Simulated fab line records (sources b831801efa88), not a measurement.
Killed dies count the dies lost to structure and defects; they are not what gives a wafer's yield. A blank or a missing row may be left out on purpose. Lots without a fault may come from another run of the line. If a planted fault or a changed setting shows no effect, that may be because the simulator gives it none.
Problem report in the 8D (eight disciplines) form, filled by code :: flow sfq line :: the parts of the form that need people (team, actions taken, sign-off) are left out

## 1. PROBLEM STATEMENT
Mean of time to endpoint s at SFQ_TRILAYER_I1_CMP_CMP_046: 280 s across 4 wafers in 2 lots; on wafers with no fault it is 215 s (standard deviation 7). That is +9.3 standard deviations from the usual mean.
The step: polishes SiO2.
Seen first at day 26 13:21 on cmp-02, wafer L615.5. The record has a number at this step for 42 wafers belonging to 14 lots. Rule for "out", or "out of limits": more than 4 standard deviations from the usual mean. The other wafers with a number count as sound.

## 2. WHAT IT IS AND WHAT IT IS NOT
question: which readings at this step
is: time to endpoint s
is not: motor current A, retaining ring pressure frac

question: which lots
is: L615, L616
is not: L609, L610, L611, L612, L613, L622, L623, L625, L626, L627, L629, L630

question: which wafers of those lots
is: L615.5, L615.6, L616.5, L616.6
is not: L615.3, L616.4

question: read on which tools
is: cmp-02
is not: cmp-01

question: when
is: from day 26 13:21
is not: up to then (16 sound wafers); but 22 sound wafers of L616, L622, L623, L625, L626, L627, L629, L630 came after

## 3. WHAT RULES OUT EACH SUSPECT
Counting: if a tool at a process step up to the reading ran every lot that is out, it stays a suspect. Sound lots after the first of them don't rule it out here, since some wafers of a struck lot are sound.
- cmp-02 at SFQ_TRILAYER_I1_CMP_CMP_046 (polishes SiO2): kept. Every lot that is out went through it, the first being L615 (day 26 13:21); the last sound lot it ran before that was L613 (day 25 15:23). Its own readings are out on those wafers: time to endpoint s.
Left after counting: cmp-02 at SFQ_TRILAYER_I1_CMP_CMP_046.

## 4. THE CAUSE (what the simulator had put in)
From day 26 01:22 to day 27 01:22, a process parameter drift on cmp-02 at SFQ_TRILAYER_I1_CMP_CMP_046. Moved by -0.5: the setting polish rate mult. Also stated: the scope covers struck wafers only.
Only this tool survived the counting.

## 5. THE EFFECT CHAIN, in route order
Each row: a reading where the mean over the struck wafers with a number is more than 3 standard deviations away from the usual. Readings are gone through only where the record gives a usual standard deviation; hours: the median, over the lots, of the time from a lot's start at the first step in this table giving one to that lot's start at this step; sigmas: the change measured in usual standard deviations.
hours: 0
step: SFQ_TRILAYER_I1_CMP_CMP_046
reading: time to endpoint s
usual: 215 s
on struck wafers: 280
change: +65
sigmas: +9.3

hours: 11
step: SFQ_TRILAYER_I1_METRO_MEASURE_047
reading: thk nm
usual: 199.9 nm
on struck wafers: 304.5
change: +104.6
sigmas: +87

hours: 138
step: SFQ_TRILAYER_I1_VIA_ETCH_VIA_ETCH_052
reading: oes product au
usual: 0.854 a.u.
on struck wafers: 1.004
change: +0.150
sigmas: +27
Its process steps:
- SFQ_TRILAYER_I1_CMP_CMP_046: polishes SiO2.
- SFQ_TRILAYER_I1_METRO_MEASURE_047
- SFQ_TRILAYER_I1_VIA_ETCH_VIA_ETCH_052: etches SiO2 in CHF3, stops on Nb, target depth 260 nm.
Later measuring or inspecting steps at which every struck wafer that the step has a row for has a number for every such reading, and none has moved that far: SFQ_I1_BOW_MEAS_912.

## 6. WHAT WOULD HAVE CAUGHT IT SOONER
12 hours passed between the start of the fault at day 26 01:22 and the first reading out of limits in this record, taken at day 26 13:21.
